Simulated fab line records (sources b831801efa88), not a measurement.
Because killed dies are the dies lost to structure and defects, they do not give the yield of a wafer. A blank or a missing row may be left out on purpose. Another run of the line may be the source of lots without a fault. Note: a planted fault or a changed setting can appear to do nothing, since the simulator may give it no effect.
A lot that was struck, set against a sound lot -- flow sky130 -- 17 out of 708 route steps
Sound: these wafers, L781.2, L781.3, L781.5. Struck: wafers L784.1, L784.6 (left out: L784.4, a lot-mate that was not struck); the cause follows at the end.
Order at every step that has rows: each side's tool, ch and its chambers, its first start. Under that, the readings that differ: sound wafers -- struck wafers -- difference of the means -- sigmas: that difference in standard deviations of wafers without a fault.
alike: a reading whose means differ by less than 2 such deviations, as well as words and numbers matching on both sides. not compared: withheld readings; readings where some wafer has no value; bounds like >300 that might hide an equal value; numbers whose values overlap and for which the record gives no deviation.
Wherever a step has rows on one side only, a row that says differs or no value, or a row with sigmas, the two part there. Numbers that have no deviation but don't overlap get no sigmas and don't part them. A reading missing from all wafers of one side parts the sides only when that side holds two or more wafers.

SKY_LOCAL_INTERCONNECT_RS_MEAS_01: the measuring method here is four-point-probe.
  sound on film metro-04, day 34 16:29; struck on film metro-01, day 36 00:04
reading,sound,struck,difference,sigmas
LOCAL_INTERCONNECT_TIN_RS (ohm/sq),14.16 14.08 14.12,14.42 14.50,+0.34,+2
SKY_LOCAL_INTERCONNECT_THK_MEAS_02: measures by xrf.
  sound on film metro-04, day 34 16:35; struck on film metro-01, day 36 00:11
reading,sound,struck,difference,sigmas
LOCAL_INTERCONNECT_TIN_THK (nm),101.3 102.2 101.8,98.9 98.4,-3.1,-3
then, 8 steps without rows for these wafers: SKY_LOCAL_INTERCONNECT_DEHYDRATE_03 (time 60 s); SKY_LOCAL_INTERCONNECT_HMDS_04 (prime time 60 s); SKY_LOCAL_INTERCONNECT_COAT_05 (resist thk 60 nm); SKY_LOCAL_INTERCONNECT_COAT_06 (resist thk 450 nm); SKY_LOCAL_INTERCONNECT_SOFTBAKE_07 (time 90 s); SKY_LOCAL_INTERCONNECT_EXPOSE_08 (exposes mask LI1M, target cd 170 nm); SKY_LOCAL_INTERCONNECT_PEB_09; SKY_LOCAL_INTERCONNECT_DEVELOP_10 (develop time 60 s).
SKY_LOCAL_INTERCONNECT_CD_MEAS_11: target cd 170 nm.
  sound on cd sem-02, day 35 19:27; struck on cd sem-01, day 37 02:38
  alike: cd nm
SKY_LOCAL_INTERCONNECT_OVL_MEAS_12:
  sound on overlay-02, day 35 19:34; struck on overlay-02, day 37 02:45
  alike: LOCAL_INTERCONNECT_OVL
SKY_LOCAL_INTERCONNECT_ETCH_13: etches BARC in N2/H2, stops on SiO2, time 45.9 s, target depth 60 nm.
  sound on rie metal-01 ch 0,1, day 35 19:35; struck on rie metal-03 ch 0, day 37 02:47
reading,sound,struck,difference,sigmas
model.KrF-thick_of_LOCAL_INTERCONNECT_COAT_06.thk nm (nm),391.8 394.1 393.9,370.1 369.3,-23.6,
model.LOCAL_INTERCONNECT.cd nm (nm),171.1 172.5 172.6,169.5 168.2,-3.2,
model.SiO2_of_SONOS_ONO_CVD_04.thk nm (nm),4.25 4.21 4.263,3.33 3.221,-0.97,
  alike: drypump motor current A, h2 flow sccm, oes product au, throttle valve pct
  not compared: rf hours counter h
SKY_LOCAL_INTERCONNECT_METAL_ETCH_14: etches TiN in Cl2/BCl3, stops on PSG, target depth 110 nm, time 31.4 s.
  sound on rie metal-01 ch 0,1, day 35 19:39; struck on rie metal-03 ch 0, day 37 02:51
reading,sound,struck,difference,sigmas
model.KrF-thick_of_LOCAL_INTERCONNECT_COAT_06.thk nm (nm),346.6 350.1 350.1,325.8 325,-23.5,
model.LOCAL_INTERCONNECT.cd nm (nm),171 173.6 173.1,169 168.1,-4,
  alike: drypump motor current A, oes product au, throttle valve pct
  not compared: rf hours counter h
SKY_LOCAL_INTERCONNECT_STRIP_15: strips in O2/N2.
  sound on plasma asher-03 ch 0,1, day 35 19:42; struck on plasma asher-03 ch 0,1, day 37 02:54
reading,sound,struck,difference,sigmas
strip time to endpoint s (s),4.702 4.743 4.730,4.471 4.474,-0.253,-12
  alike: drypump motor current A, oes product au
  not compared: rf hours counter h
then, 1 step without rows for these wafers: SKY_LOCAL_INTERCONNECT_STRIP_16 (strips in post etch residue remover, time 1200 s).
-- record jumps: 14 days separate the struck wafers' starts on either side; left off in module LOCAL_INTERCONNECT, taken up again in module PAD_OPEN, whose first shown step is the route's number 708 --
SKY_PAD_OPEN_PROBE_99:
  sound on prober-02, day 49 20:00; struck on prober-01, day 50 15:40
reading,sound,struck,difference,sigmas
model.etest.res li.line ohm um,75.21 74.15 73.45,77 78.07,+3,
  alike: killed_at_M0_to_M3, killed_at_M4_up, killed at contacts, killed at front end, killed at other, killed dies, killed open, killed short

WHERE THEY PART
Earliest at SKY_LOCAL_INTERCONNECT_RS_MEAS_01; latest, in this record, at SKY_LOCAL_INTERCONNECT_STRIP_15. Later steps at which nothing parts them and some readings are alike: SKY_PAD_OPEN_PROBE_99.

WHY: the cause the simulator had injected
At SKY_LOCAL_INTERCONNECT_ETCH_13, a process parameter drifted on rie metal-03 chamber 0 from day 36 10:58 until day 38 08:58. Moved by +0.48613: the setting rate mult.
